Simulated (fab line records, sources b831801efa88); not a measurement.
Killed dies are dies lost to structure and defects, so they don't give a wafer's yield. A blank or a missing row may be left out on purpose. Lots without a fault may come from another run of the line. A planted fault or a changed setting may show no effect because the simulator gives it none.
One fault seen from 2 desks | flow sky130 | each desk has only its own numbers; what lay behind them comes last

THE TOOL OWNER'S DESK: implanter-02
The tool's own readings at SKY_LDD_N_IMPLANT_08: means of the sampled wafers that have a number, for each lot that ran on this tool. A lot is out of limits, marked OUT, if its mean lies more than 4 standard deviations from the usual mean; the brackets give that distance.
Columns: A = beam_energy_keV at SKY_LDD_N_IMPLANT_08, usual 19.999
lot  | first seen here | A
L906 | day 17 20:44    | 19.997
L911 | day 19 09:49    | 20.000
L916 | day 21 01:29    | 19.995
L917 | day 21 16:05    | 18.205 (-99 or more) OUT
L918 | day 22 03:14    | 18.216 (-99 or more) OUT
L919 | day 22 15:29    | 18.206 (-99 or more) OUT
This desk's finding: out of limits on L917, L918, L919; first on L917, day 21 16:05 (beam_energy_keV at SKY_LDD_N_IMPLANT_08). In limits: L906, L911, L916.

THE METROLOGY DESK
What the gauges read, lot by lot, whatever tool the lot ran on: means of the sampled wafers that have a number. A lot is out of limits, marked OUT, if its mean lies more than 4 standard deviations from the usual mean; the brackets give that distance.
Columns: A = POLY_GATE_OVL at SKY_POLY_GATE_OVL_MEAS_14, usual 1 nm; B = LDD_HVP_OVL at SKY_LDD_HVP_OVL_MEAS_07, usual -0.9 nm
lot  | first seen here | A  | B
L906 | day 16 13:14    | 3  | -1.6
L909 | day 17 04:07    | -1 | -2.5
L911 | day 18 01:25    | 1  | -0.6
L912 | day 18 09:40    | 0  | -0.1
L916 | day 19 16:37    | -7 | 0.3
L917 | day 20 06:48    | 1  | -1.0
L918 | day 20 17:58    | -5 | -0.8
L919 | day 21 06:34    | 4  | -2.5
L925 | day 23 03:37    | -2 | -2.6
L926 | day 23 11:22    | 3  | -1.7
L927 | day 23 20:25    | -1 | -1.1
L928 | day 24 05:55    | 4  | -0.9
L929 | day 24 12:58    | -2 | 1.5
This desk's finding: nothing out of limits on any of the 13 lots.

PUT TOGETHER
The tool owner's desk could have raised an alarm at day 21 16:05, on L917, L918, L919.
The metrology desk saw nothing out of limits.
The metrology desk has L917, L918, L919 on record, within its limits.
Of the lots named, all ran SKY_LDD_N_IMPLANT_08 on implanter-02.

WHAT THE SIMULATOR HAD PUT IN
Process parameter drift: implanter-02, from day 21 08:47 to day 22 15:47, at SKY_LDD_N_IMPLANT_08. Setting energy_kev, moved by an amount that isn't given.
Lots struck among those shown: L917, L918, L919.
Hours from the fault's start to each desk's first reading out of limits: the tool owner's desk, 7.
